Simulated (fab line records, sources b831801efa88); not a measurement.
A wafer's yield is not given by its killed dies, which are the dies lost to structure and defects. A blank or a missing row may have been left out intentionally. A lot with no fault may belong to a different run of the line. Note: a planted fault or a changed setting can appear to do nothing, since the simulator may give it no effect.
Comparing a struck lot with a sound one -- flow sky130 -- 43 steps out of a route of 708
Sound: the wafers L268.2, L268.3, L268.6. The struck wafers were L283.1, L283.3, L283.6. At the end, the cause is stated.
Order at every step that has rows: each side's tool, ch and its chambers, its first start. Under that, the readings that differ: sound wafers -- struck wafers -- difference of the means -- sigmas: that difference in standard deviations of wafers without a fault.
alike: readings whose means differ by less than 2 such deviations, and words and numbers that are the same on both sides. not compared: withheld readings, readings that some wafer has no value for, bounds like >300 that may hide the same value, and numbers for which the record gives no deviation and whose values overlap.
A row with sigmas, a row that says differs or no value, or rows on one side alone: a step with any of these is where the two part. Numbers that have no deviation but don't overlap get no sigmas and don't part them. A reading missing from all wafers of one side parts the sides only when that side holds two or more wafers.

first, 1 step without rows for these wafers: SKY_POLY_CUT_ETCH_10 (etches BARC in N2/H2, stops on SiO2, time 45.9 s, target depth 60 nm).
SKY_POLY_CUT_ETCH_11: etches Si3N4 in CF4/CH2F2/Ar, stops on poly-Si, time 42.5 s, target depth 60 nm.
  sound on rie diel-02 ch 0,3, day 25 01:37; struck on rie diel-02 ch 2,3, day 30 21:49
  alike: drypump motor current A, oes product au, throttle valve pct
  not compared: rf hours counter h
SKY_POLY_CUT_STRIP_12: strips in O2/N2.
  sound on plasma asher-02 ch 1, day 25 01:40; struck on plasma asher-03 ch 0,1, day 30 21:52
  alike: drypump motor current A, oes product au, strip time to endpoint s
  not compared: rf hours counter h
then, 7 steps without rows for these wafers: SKY_SD_P_DEHYDRATE_00 (time 60 s); SKY_SD_P_HMDS_01 (prime time 60 s); SKY_SD_P_COAT_02 (resist thk 1140 nm); SKY_SD_P_SOFTBAKE_03 (time 60 s); SKY_SD_P_EXPOSE_04 (exposes mask PSDM, target cd 380 nm); SKY_SD_P_PEB_05; SKY_SD_P_DEVELOP_06 (develop time 60 s).
SKY_SD_P_CD_MEAS_07 targets a cd of 380 nm.
  struck on cd sem-02, day 32 01:14; sound on cd sem-01, day 26 07:29
  alike: cd nm
SKY_SD_P_OVL_MEAS_08:
  struck on overlay-01, day 32 01:21; sound on overlay-01, day 26 07:36
  alike: SD_P_OVL
SKY_SD_P_IMPLANT_09:
  sound on implanter-01 ch 0, day 26 07:40; struck on implanter-01 ch 0, day 32 01:23
  alike: faraday current uA
SKY_SD_P_STRIP_10: strips in O2/N2.
  sound on plasma asher-01 ch 0,1, day 26 07:47; struck on plasma asher-04 ch 0,1, day 32 01:32
reading,sound,struck,difference,sigmas
strip time to endpoint s (s),17.44 17.45 17.47,17.28 17.33 17.31,-0.15,-4
  alike: drypump motor current A, oes product au
  not compared: rf hours counter h
SKY_SD_P_TW_MEAS_11:
  struck on film metro-02, day 32 01:38; sound on film metro-01, day 26 07:53
  alike: SD_P_TW
then, 8 steps without rows for these wafers: SKY_RES_XHIGH_DEHYDRATE_00 (time 60 s); SKY_RES_XHIGH_HMDS_01 (prime time 60 s); SKY_RES_XHIGH_COAT_02 (resist thk 1140 nm); SKY_RES_XHIGH_SOFTBAKE_03 (time 60 s); SKY_RES_XHIGH_EXPOSE_04 (exposes mask URPM, target cd 1270 nm); SKY_RES_XHIGH_PEB_05; SKY_RES_XHIGH_DEVELOP_06 (develop time 60 s); SKY_RES_XHIGH_IMPLANT_07.
SKY_RES_XHIGH_STRIP_08: strips in O2/N2.
  sound on plasma asher-02 ch 0, day 27 12:45; struck on plasma asher-02 ch 0, day 33 04:38
  alike: drypump motor current A, oes product au, strip time to endpoint s
  not compared: rf hours counter h
SKY_RES_XHIGH_TW_MEAS_09:
  struck on film metro-04, day 33 04:44; sound on film metro-02, day 27 12:52
  alike: RES_XHIGH_TW
then, 7 steps without rows for these wafers: SKY_SD_N_DEHYDRATE_00 (time 60 s); SKY_SD_N_HMDS_01 (prime time 60 s); SKY_SD_N_COAT_02 (resist thk 1140 nm); SKY_SD_N_SOFTBAKE_03 (time 60 s); SKY_SD_N_EXPOSE_04 (exposes mask NSDM, target cd 380 nm); SKY_SD_N_PEB_05; SKY_SD_N_DEVELOP_06 (develop time 60 s).
SKY_SD_N_CD_MEAS_07 targets a cd of 380 nm.
  struck on cd sem-02, day 34 07:33; sound on cd sem-02, day 28 18:12
  alike: cd nm
SKY_SD_N_OVL_MEAS_08:
  struck on overlay-02, day 34 07:40; sound on overlay-02, day 28 18:19
  alike: SD_N_OVL
then, 2 steps without rows for these wafers: SKY_SD_N_IMPLANT_09; SKY_SD_N_IMPLANT_10.
SKY_SD_N_STRIP_11: strips in O2/N2.
  sound on plasma asher-04 ch 0,1, day 28 18:38; struck on plasma asher-01 ch 0,1, day 34 08:01
  alike: drypump motor current A, oes product au, strip time to endpoint s
  not compared: rf hours counter h
SKY_SD_N_TW_MEAS_12:
  struck on film metro-04, day 34 08:07; sound on film metro-02, day 28 18:45
reading,sound,struck,difference,sigmas
SD_N_TW,3937 3920 3946,4033 4040 4040,+103,+3
then, 1 step without rows for these wafers: SKY_SD_N_CLEAN_13 (cleans in SC1/SC2, time 150 s).
SKY_SD_N_RTA_14: time 2 s.
  sound on rtp anneal-02 ch 0, day 28 18:52; struck on rtp anneal-02 ch 0, day 34 08:13
  alike: chamber o2 ppm, lamp power pct, ramp up c per s, wafer_temp_C_max
SKY_SD_N_RS_MEAS_16: uses a four-point probe to measure.
  struck on film metro-01, day 34 08:23; sound on film metro-02, day 28 19:02
  alike: SD_N_RS
SKY_SD_N_RS_MEAS_17: uses a four-point probe to measure.
  struck on film metro-01, day 34 08:31; sound on film metro-02, day 28 19:10
reading,sound,struck,difference,sigmas
SD_P_RS (ohm/sq),146.7 146.8 146.8,148.6 148.3 147.8,+1.5,+4
-- record jumps: 16 days separate the struck wafers' starts on either side; left off in module SD_N, taken up again in module PAD_OPEN, whose first shown step is the route's number 708 --
SKY_PAD_OPEN_PROBE_99:
  struck on prober-02, day 50 12:53; sound on prober-01, day 46 17:57
reading,sound,struck,difference,sigmas
killed short,41 40 52,28 26 41,-13,-2
model.etest.res high po.rs ohm sq range,15.89 15.21 11.32,94.46 91.81 95.76,+79.87,
model.etest.res pdiff.rs ohm sq range,11.4 8.856 9.384,28.82 31.6 29.04,+19.94,
  alike: killed_at_M0_to_M3, killed_at_M4_up, killed at contacts, killed at front end, killed at other, killed dies, killed open
  not compared: model.etest.pfet_01v8.drive ua um range

## WHERE THEY PART
Earliest at SKY_SD_P_STRIP_10; latest, in this record, at SKY_PAD_OPEN_PROBE_99.

WHY: the cause the simulator had injected
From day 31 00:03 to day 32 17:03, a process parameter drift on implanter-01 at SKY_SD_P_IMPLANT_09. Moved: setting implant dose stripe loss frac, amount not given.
